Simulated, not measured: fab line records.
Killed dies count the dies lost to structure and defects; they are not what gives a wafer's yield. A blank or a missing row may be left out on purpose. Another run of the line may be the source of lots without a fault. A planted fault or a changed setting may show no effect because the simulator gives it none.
Chamber matching    flow sky130    4 sister chambers for SKY_CONTACT_CMP_04 on cmp-02
The step polishes SiO2. 18 wafers are shown with their chamber, then 9 later ones without.

== WAFERS PAIRED WITH THEIR CHAMBERS ==
wafer   chamber  motorCurrentA (A)  timeToEndpointS (s)  headPressurePsi (psi)
L985.1  2        15.3               81                   4.005
L985.2  0        13.4               83                   3.991
L985.4  3        12.8               80                   4.005
L986.1  3        13.0               78                   4.002
L986.3  1        10.9               84                   3.998
L986.6  3        12.3               80                   4.011
L988.1  1        11.2               81                   4.000
L988.4  0        13.8               77                   4.015
L988.5  2        16.7               78                   3.998
L990.1  2        15.8               78                   4.000
L990.4  3        13.5               77                   3.988
L990.5  1        10.9               77                   4.005
L991.1  1        11.1               86                   3.994
L991.4  2        16.1               87                   4.003
L991.6  3        12.3               83                   4.013
L992.1  2        15.4               79                   3.992
L992.2  1        11.1               84                   4.011
L992.5  2        15.4               82                   4.007

SIGNATURES (means of the wafers above)
reading          chamber 0  chamber 1  chamber 2  chamber 3  scatter within a chamber
motorCurrentA    13.600     11.040     15.783     12.780     0.435
timeToEndpointS  80.00      82.40      80.83      79.60      3.24
headPressurePsi  4.00300    4.00160    4.00083    4.00380    0.00845
Rule: a wafer lies at a distance from a chamber equal to the root of the sum of squares, over the readings, of (its reading less the chamber's mean, divided by the reading's scatter). If the next closest chamber is less than 2 further off than the closest, the wafer can't be placed; otherwise it belongs to the closest. The scatter: take each reading less its chamber's mean, square it, sum over the shown wafers, divide by the number of wafers less the number of chambers, and take the root.

== WAFERS WITH NO CHAMBER GIVEN ==
wafer   motorCurrentA (A)  timeToEndpointS (s)  headPressurePsi (psi)
L995.3  15.6               80                   3.989
L995.4  12.1               80                   4.010
L995.6  12.4               75                   4.011
L106.3  11.0               86                   3.999
L106.4  14.8               81                   3.996
L106.5  10.4               84                   4.005
L108.2  11.2               85                   3.983
L108.5  16.0               85                   3.986
L108.6  10.8               84                   3.972

== EACH ONE'S CHAMBER ==
wafer   from the rows above           in truth
L995.3  2                             2
L995.4  can't be placed: 3 or 1 or 0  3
L995.6  can't be placed: 3 or 0       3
L106.3  1                             1
L106.4  can't be placed: 2 or 0       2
L106.5  1                             1
L108.2  1                             1
L108.5  2                             2
L108.6  1                             1
Correctly placed: 6 of 9. From these rows, 3 cannot be placed; in 3 the true chamber is one of the candidates. Wrongly placed: 0.
